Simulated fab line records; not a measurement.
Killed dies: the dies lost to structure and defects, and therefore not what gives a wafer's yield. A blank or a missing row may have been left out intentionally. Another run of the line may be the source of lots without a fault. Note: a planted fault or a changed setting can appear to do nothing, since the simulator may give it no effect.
Which tool did it? | flow gf180mcu | 13 lots, 39 wafers sampled, at 2 steps of a route of 602

WHAT EACH GAUGE READ, for each wafer
GF_M5_CD_MEAS_07 targets a cd of 280 nm.
lot  | measured     | on        | cd nm (nm)
L293 | day 26 09:04 | cd sem-01 | 279.1 282.2 280.7
L294 | day 26 13:34 | cd sem-01 | 280.1 282.3 280.2
L296 | day 27 11:11 | cd sem-01 | 280.3 280.4 280.7
L300 | day 28 13:53 | cd sem-02 | 278.9 279.8 280.2
L305 | day 30 05:07 | cd sem-01 | 279.0 280.1 278.8
L307 | day 30 15:02 | cd sem-01 | 280.4 280.2 279.3
L308 | day 30 22:46 | cd sem-02 | 279.7 279.4 278.4
L309 | day 31 03:53 | cd sem-02 | 279.8 281.1 280.5
L310 | day 31 12:30 | cd sem-02 | 278.5 278.7 278.3
L312 | day 31 20:12 | cd sem-01 | 282.9 281.7 280.4
L313 | day 32 01:01 | cd sem-01 | 279.9 280.7 280.6
L314 | day 32 06:20 | cd sem-01 | 280.8 280.8 281.2
L315 | day 32 11:28 | cd sem-01 | 277.0 280.0 278.5

WHICH TOOL RAN EACH LOT (tool, then ch and the chambers of the sampled wafers, then the start)
lot  | GF_MIM_SPUTTER_08
L293 | pvd sputter-04, day 24 13:43
L294 | pvd sputter-04, day 24 18:55
L296 | pvd sputter-02, day 25 18:25
L300 | pvd sputter-01, day 26 21:08
L305 | pvd sputter-04, day 28 14:17
L307 | pvd sputter-04, day 29 01:23
L308 | pvd sputter-04, day 29 09:44
L309 | pvd sputter-04, day 29 14:50
L310 | pvd sputter-01, day 29 23:35
L312 | pvd sputter-04, day 30 08:50
L313 | pvd sputter-04, day 30 13:27
L314 | pvd sputter-04, day 30 18:26
L315 | pvd sputter-02, day 31 00:44
- GF_MIM_SPUTTER_08: material AlCu, target thk 200 nm, time 10.6 s.

AS READ BY THE TOOLS THEMSELVES (means over the sampled wafers that have a number; for cases with no such wafer, the mark the record gives instead)
GF_MIM_SPUTTER_08.
lot  | tool           | chamber pressure pa (Pa) | throttle valve pct (%)
L293 | pvd sputter-04 | 0.3999                   | 30.3
L294 | pvd sputter-04 | 0.4006                   | 29.8
L296 | pvd sputter-02 | 0.4005                   | 31.1
L300 | pvd sputter-01 | 0.3999                   | 29.7
L305 | pvd sputter-04 | 0.3998                   | 29.7
L307 | pvd sputter-04 | 0.3999                   | 29.8
L308 | pvd sputter-04 | 0.4002                   | 29.8
L309 | pvd sputter-04 | 0.4000                   | 30.3
L310 | pvd sputter-01 | 0.3998                   | 29.7
L312 | pvd sputter-04 | 0.4000                   | 30.0
L313 | pvd sputter-04 | 0.3991                   | 29.8
L314 | pvd sputter-04 | 0.3991                   | 29.6
L315 | pvd sputter-02 | 0.3999                   | 30.5

THE ANSWER, worked out from the rows above alone
Rule: what is usual is taken from the lots themselves. Put in order of their means at a reading, lots are off if they are a third of the lots or fewer, leave a main group of 4 or more, and stand apart from it by a gap of 3 or more times the standard deviation of the main group's means; of several such gaps the widest counts. A main group whose means are all the same, to the digits that the tables above print for the reading, isn't used. A lot without any number at a reading at which 4 lots or more have one is off too. Any other lot the step has rows for is counted as sound. Order of review: gauges by route order, followed by the tools' own readings, for which a lot's mean as printed above is used. The first step at which some lot is off is used, and at that step the reading that is off furthest; a lot without a number counts as furthest.
No lot is off on any of the readings shown, so nothing can be concluded from this.

WHAT THE SIMULATOR HAD PUT IN
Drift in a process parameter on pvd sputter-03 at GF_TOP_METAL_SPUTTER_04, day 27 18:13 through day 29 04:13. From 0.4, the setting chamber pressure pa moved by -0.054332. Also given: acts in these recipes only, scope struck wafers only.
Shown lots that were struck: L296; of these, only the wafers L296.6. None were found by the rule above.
